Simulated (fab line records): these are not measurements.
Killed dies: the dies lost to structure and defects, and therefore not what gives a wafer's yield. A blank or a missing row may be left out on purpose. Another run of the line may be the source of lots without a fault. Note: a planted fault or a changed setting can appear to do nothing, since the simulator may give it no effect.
Which tool is to blame? -- flow sky130 -- Sampling: 11 lots, 33 wafers, 5 of 708 route steps

WHAT THE GAUGES READ, wafer by wafer
The record holds no reading of a measuring or inspecting step that can be judged against a usual standard deviation.

WHAT TOOL EACH LOT RAN ON (gives the tool, then ch and the chambers of the sampled wafers, and finally the start)
lot,SKY_FIELD_ISO_ETCH_14,SKY_FIELD_ISO_STRIP_16,SKY_SONOS_ONO_STRIP_17,SKY_METAL1_SPUTTER_03,SKY_METAL2_ETCH_18
L446,"rie-diel-04 ch 0,1,2, day 2 11:41","plasma-asher-03 ch 0,1, day 2 11:47","plasma-asher-04 ch 0,1, day 12 23:31","pvd-sputter-01, day 31 18:51","rie-metal-02 ch 1, day 35 06:30"
L447,"rie-diel-04 ch 2,3, day 2 14:50","plasma-asher-04 ch 0,1, day 2 14:58","plasma-asher-03 ch 0,1, day 13 03:07","pvd-sputter-03, day 32 07:35","rie-metal-02 ch 0,1, day 35 17:20"
L448,"rie-diel-02 ch 0,1,3, day 2 19:56","plasma-asher-02 ch 0,1, day 2 20:04","plasma-asher-03 ch 0,1, day 13 10:13","pvd-sputter-03, day 32 14:00","rie-metal-03 ch 0,1, day 35 23:31"
L453,"rie-diel-04 ch 0,1,3, day 3 23:10","plasma-asher-03 ch 0,1, day 3 23:16","plasma-asher-01 ch 0,1, day 15 08:05","pvd-sputter-04, day 34 06:36","rie-metal-03 ch 0,1, day 37 16:35"
L457,"rie-diel-04 ch 0,1,2, day 4 21:34","plasma-asher-02 ch 0,1, day 4 21:42","plasma-asher-03 ch 0,1, day 16 19:21","pvd-sputter-04, day 35 06:15","rie-metal-03 ch 0,1, day 38 15:01"
L459,"rie-diel-02 ch 0,1,3, day 5 05:26","plasma-asher-02 ch 0,1, day 5 05:32","plasma-asher-04 ch 0,1, day 17 05:20","pvd-sputter-04, day 35 20:00","rie-metal-01 ch 0,1, day 39 03:26"
L460,"rie-diel-01 ch 0,2, day 5 11:41","plasma-asher-04 ch 0,1, day 5 11:47","plasma-asher-04 ch 0,1, day 17 14:37","pvd-sputter-03, day 36 04:34","rie-metal-01 ch 0,1, day 39 12:23"
L462,"rie-diel-02 ch 0,1,2, day 5 20:40","plasma-asher-04 ch 0,1, day 5 20:46","plasma-asher-01 ch 0,1, day 19 00:25","pvd-sputter-01, day 37 20:40","rie-metal-01 ch 0,1, day 41 02:57"
L463,"rie-diel-01 ch 1,2,3, day 6 02:08","plasma-asher-03 ch 0,1, day 6 02:16","plasma-asher-03 ch 0,1, day 19 00:46","pvd-sputter-01, day 37 19:23","rie-metal-03 ch 0,1, day 41 00:37"
L467,"rie-diel-04 ch 0,1,2, day 7 01:55","plasma-asher-03 ch 0,1, day 7 02:03","plasma-asher-01 ch 0,1, day 20 04:36","pvd-sputter-04, day 38 08:59","rie-metal-01 ch 0,1, day 41 14:49"
L468,"rie-diel-04 ch 0,1,2, day 7 07:28","plasma-asher-02 ch 0,1, day 7 07:34","plasma-asher-01 ch 0,1, day 20 12:52","pvd-sputter-01, day 38 17:03","rie-metal-03 ch 0,1, day 41 21:25"
- SKY_FIELD_ISO_ETCH_14: etches BARC in N2/H2, stops on SiO2, time 45.9 s, target depth 60 nm.
- SKY_FIELD_ISO_STRIP_16: strips in O2/N2.
- SKY_SONOS_ONO_STRIP_17: strips in O2/N2.
- SKY_METAL1_SPUTTER_03: material Ti, target thk 5 nm, time 3.3 s.
- SKY_METAL2_ETCH_18: etches BARC in N2/H2, stops on SiO2, time 45.9 s, target depth 60 nm.

AS READ BY THE TOOLS THEMSELVES (means over the sampled wafers that have a number; for cases with no such wafer, the mark the record gives instead)
SKY_FIELD_ISO_ETCH_14. Usual: drypump-motor-current-A 5.5 A, standard deviation 0.38; oes-product-au 0.854 a.u., standard deviation 0.0048; run-length-s 74.3 s, standard deviation 0.4; throttle-valve-pct 13.225 %, standard deviation 0.0088.
lot,tool,drypump-motor-current-A (A),oes-product-au (a.u.),run-length-s (s),throttle-valve-pct (%),flag
L446,rie-diel-04,5.4,0.854,74.0,13.217,
L447,rie-diel-04,5.8,0.854,74.1,13.226,
L448,rie-diel-02,5.6,0.856,74.0,13.223,
L453,rie-diel-04,5.7,0.758,86.7,13.222,OFF
L457,rie-diel-04,5.3,0.751,87.0,13.213,OFF
L459,rie-diel-02,5.6,0.856,74.5,13.225,
L460,rie-diel-01,5.1,0.852,74.4,13.236,
L462,rie-diel-02,5.4,0.857,74.5,13.229,
L463,rie-diel-01,5.4,0.855,74.6,13.222,
L467,rie-diel-04,5.4,0.851,74.3,13.226,
L468,rie-diel-04,5.3,0.854,74.1,13.236,

SKY_FIELD_ISO_STRIP_16. Usual: drypump-motor-current-A 5.9 A, standard deviation 0.37; oes-product-au 0.377 a.u., standard deviation 0.0048; strip-time-to-endpoint-s 3.54 s, standard deviation 0.038.
lot,tool,drypump-motor-current-A (A),oes-product-au (a.u.),strip-time-to-endpoint-s (s),flag
L446,plasma-asher-03,6.2,0.382,3.55,
L447,plasma-asher-04,5.9,0.378,3.53,
L448,plasma-asher-02,5.5,0.380,3.56,
L453,plasma-asher-03,6.2,0.367,3.38,OFF
L457,plasma-asher-02,5.5,0.375,3.43,
L459,plasma-asher-02,5.8,0.381,3.58,
L460,plasma-asher-04,5.9,0.369,3.48,
L462,plasma-asher-04,5.8,0.377,3.59,
L463,plasma-asher-03,6.2,0.377,3.53,
L467,plasma-asher-03,6.2,0.375,3.52,
L468,plasma-asher-02,5.5,0.380,3.55,

SKY_SONOS_ONO_STRIP_17. Usual: drypump-motor-current-A 5.8 A, standard deviation 0.34; oes-product-au 0.710 a.u., standard deviation 0.0041; strip-time-to-endpoint-s 14.09 s, standard deviation 0.041.
lot,tool,drypump-motor-current-A (A),oes-product-au (a.u.),strip-time-to-endpoint-s (s),flag
L446,plasma-asher-04,5.9,0.713,14.11,
L447,plasma-asher-03,6.2,0.707,14.08,
L448,plasma-asher-03,6.2,0.708,14.08,
L453,plasma-asher-01,5.4,0.709,14.06,
L457,plasma-asher-03,6.2,0.706,14.03,
L459,plasma-asher-04,5.9,0.707,14.17,
L460,plasma-asher-04,5.9,0.708,14.13,
L462,plasma-asher-01,5.4,0.709,14.13,
L463,plasma-asher-03,6.2,0.712,14.07,
L467,plasma-asher-01,5.4,0.712,14.09,
L468,plasma-asher-01,5.4,0.712,14.11,

SKY_METAL1_SPUTTER_03. Usual: throttle-valve-pct 29.7 %, standard deviation 0.94.
lot,tool,throttle-valve-pct (%),flag
L446,pvd-sputter-01,30.5,
L447,pvd-sputter-03,28.7,
L448,pvd-sputter-03,28.7,
L453,pvd-sputter-04,29.6,
L457,pvd-sputter-04,28.9,
L459,pvd-sputter-04,29.5,
L460,pvd-sputter-03,30.6,
L462,pvd-sputter-01,30.5,
L463,pvd-sputter-01,29.8,
L467,pvd-sputter-04,29.4,
L468,pvd-sputter-01,30.4,

SKY_METAL2_ETCH_18. Usual: drypump-motor-current-A 5.9 A, standard deviation 0.35; oes-product-au 0.856 a.u., standard deviation 0.0046; run-length-s 74.5 s, standard deviation 0.69; throttle-valve-pct 13.227 %, standard deviation 0.0088.
lot,tool,drypump-motor-current-A (A),oes-product-au (a.u.),run-length-s (s),throttle-valve-pct (%),flag
L446,rie-metal-02,6.0,0.857,74.9,13.223,
L447,rie-metal-02,6.2,0.855,74.3,13.232,
L448,rie-metal-03,5.9,0.852,74.2,13.217,
L453,rie-metal-03,5.9,0.854,74.0,13.227,
L457,rie-metal-03,5.9,0.855,74.3,13.223,
L459,rie-metal-01,5.4,0.856,74.6,13.230,
L460,rie-metal-01,5.4,0.855,74.9,13.226,
L462,rie-metal-01,5.7,0.862,74.4,13.231,
L463,rie-metal-03,5.9,0.860,74.1,13.229,
L467,rie-metal-01,5.4,0.853,74.7,13.231,
L468,rie-metal-03,5.9,0.854,77.0,13.216,OFF

THE ANSWER, worked out from the rows above alone
Rule: a lot is off if the mean of its wafers that have a number lies more than 3 standard deviations from the usual mean. A lot without any number at a reading at which 4 lots or more have one is off too. All remaining lots with rows at the step are treated as sound. After the gauges, taken in route order, come the tools' own readings; for these a lot's mean is taken, as printed above. The first step at which some lot is off is used, and at that step the reading that is off furthest; a lot without a number counts as furthest.
Off: L453, L457 (SKY_FIELD_ISO_ETCH_14, run-length-s).
A tool fits if, at that step or a process step before it, it ran every lot that is off, and no sound lot after the first of them. No candidate that was tried fits.

WHAT THE SIMULATOR PUT IN
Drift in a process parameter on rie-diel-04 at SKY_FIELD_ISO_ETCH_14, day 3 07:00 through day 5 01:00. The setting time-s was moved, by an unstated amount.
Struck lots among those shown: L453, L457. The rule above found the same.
